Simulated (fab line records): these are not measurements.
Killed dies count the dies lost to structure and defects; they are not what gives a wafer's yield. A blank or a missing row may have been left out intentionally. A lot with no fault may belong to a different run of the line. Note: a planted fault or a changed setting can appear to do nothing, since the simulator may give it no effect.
8D (eight disciplines) problem report, filled in by code | flow gf180mcu | the parts of the form that need people (team, actions taken, sign-off) are left out

## 1. THE PROBLEM
GF_M3_STRIP_17, strip-time-to-endpoint-s: mean 7.07 s on 3 wafers (1 lot); fault-free wafers 7.86 s, standard deviation 0.043. Measured from the usual mean, that is -18 standard deviations.
The step: strips in O2/N2.
Seen first at day 25 03:11 on plasma-asher-02, wafer L964.1. Wafers with a number at this step in the record: 36, from 12 lots. Rule for "out", or "out of limits": more than 4 standard deviations from the usual mean. The rest of the wafers with a number are treated as sound.

## 2. WHAT THIS IS AND IS NOT
question                    | is                                       | is not
which readings at this step | strip-time-to-endpoint-s, oes-product-au | drypump-motor-current-A, heater-power-w
which lots                  | L964                                     | L954, L955, L957, L959, L960, L962, L963, L974, L975, L976, L977
which wafers of those lots  | all that have a number                   | -
read on which tools         | plasma-asher-02                          | plasma-asher-01, plasma-asher-04
when                        | from day 25 03:11                        | up to then (21 sound wafers); but 12 sound wafers of L974, L975, L976, L977 came after

## 3. SUSPECTS, AND WHAT RULES EACH OUT
Counting: a tool stays on the suspect list if, at a process step up to the reading, it processed all lots that are out and no sound lot following the first of them.
- plasma-asher-01 at GF_V2_STRIP_18 (strips in O2/N2): ruled out as a lasting fault. The sound lots L975 went through it after L964, its earliest lot that is out (day 24 03:48).
- litho-track-04 at GF_M3_COAT_09 (resist thk 1000 nm): ruled out as a lasting fault. The sound lots L974, L975, L977 went through it after L964, its earliest lot that is out (day 24 15:37).
- plasma-asher-02 at GF_M3_STRIP_17 (strips in O2/N2): kept. It ran the lot that is out, L964 (day 25 03:11), and no sound lot after that. Out on those wafers are its own readings of oes-product-au, strip-time-to-endpoint-s.
After counting, what remains is plasma-asher-02 at GF_M3_STRIP_17.

## 4. THE CAUSE (what the simulator had put in)
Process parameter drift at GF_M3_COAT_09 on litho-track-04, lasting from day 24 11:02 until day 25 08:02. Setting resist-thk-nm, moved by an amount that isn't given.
Counting ruled it out, wrongly: the rule takes a fault to strike every lot that its tool runs from its start on, and this one did not.

## 5. THE CHAIN OF EFFECTS, in route order
Each row: a reading whose mean over the struck wafers that have a number lies more than 3 standard deviations from the usual. Scope: only readings with a usual standard deviation given in the record; hours: median across lots of the time from each lot's start at the first step in this table that gives one to its start at this step; sigmas: change in usual standard deviations.
hours | step           | reading                  | usual      | on struck wafers | change | sigmas
0     | GF_M3_STRIP_17 | oes-product-au           | 0.557 a.u. | 0.526            | -0.031 | -6.8
0     | GF_M3_STRIP_17 | strip-time-to-endpoint-s | 7.86 s     | 7.07             | -0.79  | -18
Its process steps:
- GF_M3_STRIP_17: strips in O2/N2.

## 6. WHAT WOULD HAVE CAUGHT IT SOONER
The fault began at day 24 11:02; the first out-of-limits reading in this record came at day 25 03:11, 16 hours later.
An alarm limit of 4 standard deviations would not have fired on the tool readings at GF_M3_COAT_09 for which the record gives a usual standard deviation, since none of them was out on any struck wafer.
